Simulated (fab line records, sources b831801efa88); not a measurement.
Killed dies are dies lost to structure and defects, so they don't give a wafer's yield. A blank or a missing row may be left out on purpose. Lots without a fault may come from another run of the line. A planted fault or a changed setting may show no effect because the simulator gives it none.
A struck lot beside a sound one | flow gf180mcu | 43 steps out of a route of 602
Sound: wafers L534.2, L534.4, L534.5. Struck: wafers L538.2, L538.4, L538.6. The cause comes at the end.
At each step with rows: each side's tool, then ch and its chambers, then its first start. Under that, the readings that differ: sound wafers | struck wafers | difference of the means | sigmas: that difference in standard deviations of wafers without a fault.
alike: readings whose means differ by less than 2 such deviations, and words and numbers that are the same on both sides. not compared: withheld readings, readings that some wafer has no value for, bounds like >300 that may hide the same value, and numbers for which the record gives no deviation and whose values overlap.
The two part at a step that has a row with sigmas, a row that says differs or no value, or rows on one side only. Numbers that don't overlap but have no deviation are shown without sigmas and don't part them. A reading that every wafer of one side lacks parts them only if that side has two wafers or more.

first, 1 step without rows for these wafers: GF_NWELL_IMPLANT_09.
GF_NWELL_STRIP_10: strips in O2/N2.
  sound on plasma_asher-01 ch 1, day 4 11:52; struck on plasma_asher-04 ch 0, day 5 08:16
  alike: drypump_motor_current_A, heater_power_w, oes_product_au, strip_time_to_endpoint_s
  not compared: rf_hours_counter_h
GF_NWELL_TW_MEAS_11:
  sound on film_metro-02, day 4 11:59; struck on film_metro-04, day 5 08:23
  reading  | sound          | struck         | difference | sigmas
  NWELL_TW | 1592 1598 1589 | 1559 1566 1570 | -28        | -3
then, 7 steps without rows for these wafers: GF_LVPWELL_DEHYDRATE_00 (time 60 s); GF_LVPWELL_HMDS_01 (prime time 60 s); GF_LVPWELL_COAT_02 (resist thk 3000 nm); GF_LVPWELL_SOFTBAKE_03; GF_LVPWELL_EXPOSE_04 (exposes mask LVPWELL, target cd 600 nm); GF_LVPWELL_PEB_05; GF_LVPWELL_DEVELOP_06 (develop time 60 s).
GF_LVPWELL_OVL_MEAS_07:
  sound on overlay-02, day 5 01:11; struck on overlay-02, day 5 22:35
  alike: LVPWELL_OVL
then, 1 step without rows for these wafers: GF_LVPWELL_IMPLANT_08.
GF_LVPWELL_IMPLANT_09:
  sound on implanter-04 ch 0, day 5 01:23; struck on implanter-04, day 5 22:48
  no value came back on the struck wafers for beam_energy_keV, beam_on_s (s), faraday_current_uA, implant_ion_amu; on the sound wafers beam_energy_keV reads 60.027 59.992 60.011
GF_LVPWELL_STRIP_10: strips in O2/N2.
  sound on plasma_asher-04 ch 0,1, day 5 01:31; struck on plasma_asher-02 ch 1, day 5 22:55
  alike: drypump_motor_current_A, heater_power_w, oes_product_au, strip_time_to_endpoint_s
  not compared: rf_hours_counter_h
GF_LVPWELL_TW_MEAS_11:
  sound on film_metro-04, day 5 01:37; struck on film_metro-02, day 5 23:02
  reading    | sound       | struck      | difference | sigmas
  LVPWELL_TW | 559 556 558 | 526 528 530 | -30        | -8
then, 7 steps without rows for these wafers: GF_MVSD_DEHYDRATE_00 (time 60 s); GF_MVSD_HMDS_01 (prime time 60 s); GF_MVSD_COAT_02 (resist thk 3000 nm); GF_MVSD_SOFTBAKE_03; GF_MVSD_EXPOSE_04 (exposes mask MVSD, target cd 1000 nm); GF_MVSD_PEB_05; GF_MVSD_DEVELOP_06 (develop time 61.22 s).
GF_MVSD_OVL_MEAS_07:
  sound on overlay-01, day 5 15:44; struck on overlay-01, day 6 13:56
  alike: MVSD_OVL
then, 2 steps without rows for these wafers: GF_MVSD_IMPLANT_08; GF_MVSD_IMPLANT_09.
GF_MVSD_STRIP_10: strips in O2/N2.
  sound on plasma_asher-01 ch 0,1, day 5 16:04; struck on plasma_asher-01 ch 1, day 6 14:16
  reading                      | sound             | struck            | difference | sigmas
  strip_time_to_endpoint_s (s) | 37.06 36.98 37.15 | 36.87 36.89 36.92 | -0.17      | -2
  alike: drypump_motor_current_A, heater_power_w, oes_product_au
  not compared: rf_hours_counter_h
GF_MVSD_TW_MEAS_11:
  sound on film_metro-02, day 5 16:10; struck on film_metro-01, day 6 14:23
  alike: MVSD_TW
then, 7 steps without rows for these wafers: GF_MVPSD_DEHYDRATE_00 (time 60 s); GF_MVPSD_HMDS_01 (prime time 60 s); GF_MVPSD_COAT_02 (resist thk 3000 nm); GF_MVPSD_SOFTBAKE_03; GF_MVPSD_EXPOSE_04 (exposes mask MVPSD, target cd 1000 nm); GF_MVPSD_PEB_05; GF_MVPSD_DEVELOP_06 (develop time 60 s).
GF_MVPSD_OVL_MEAS_07:
  sound on overlay-02, day 6 07:14; struck on overlay-01, day 7 05:23
  alike: MVPSD_OVL
then, 2 steps without rows for these wafers: GF_MVPSD_IMPLANT_08; GF_MVPSD_IMPLANT_09.
GF_MVPSD_STRIP_10: strips in O2/N2.
  sound on plasma_asher-02 ch 0,1, day 6 07:34; struck on plasma_asher-03 ch 0, day 7 05:43
  reading                     | sound       | struck      | difference | sigmas
  drypump_motor_current_A (A) | 5.9 6.3 6.3 | 4.9 5.0 5.0 | -1.2       | -2
  alike: heater_power_w, oes_product_au, strip_time_to_endpoint_s
  not compared: rf_hours_counter_h
GF_MVPSD_TW_MEAS_11:
  sound on film_metro-01, day 6 07:40; struck on film_metro-02, day 7 05:49
  alike: MVPSD_TW
then, 3 steps without rows for these wafers: GF_VT_IMPLANT_DEHYDRATE_00 (time 60 s); GF_VT_IMPLANT_HMDS_01 (prime time 60 s); GF_VT_IMPLANT_COAT_02 (resist thk 1000 nm).
-- the record jumps here: 3 days lie between the struck wafers' starts before and after --
GF_VT_IMPLANT_RS_MEAS_48: measures by four-point-probe.
  sound on film_metro-04, day 9 01:06; struck on film_metro-01, day 10 01:35
  reading             | sound                | struck               | difference | sigmas
  LVPWELL_RS (ohm/sq) | 1197.8 1200.6 1199.9 | 1541.4 1535.9 1540.7 | +339.9     | +99 or more

WHERE THEY PART
First at GF_NWELL_TW_MEAS_11; last, within this record, at GF_VT_IMPLANT_RS_MEAS_48.

WHY: what the simulator had put in
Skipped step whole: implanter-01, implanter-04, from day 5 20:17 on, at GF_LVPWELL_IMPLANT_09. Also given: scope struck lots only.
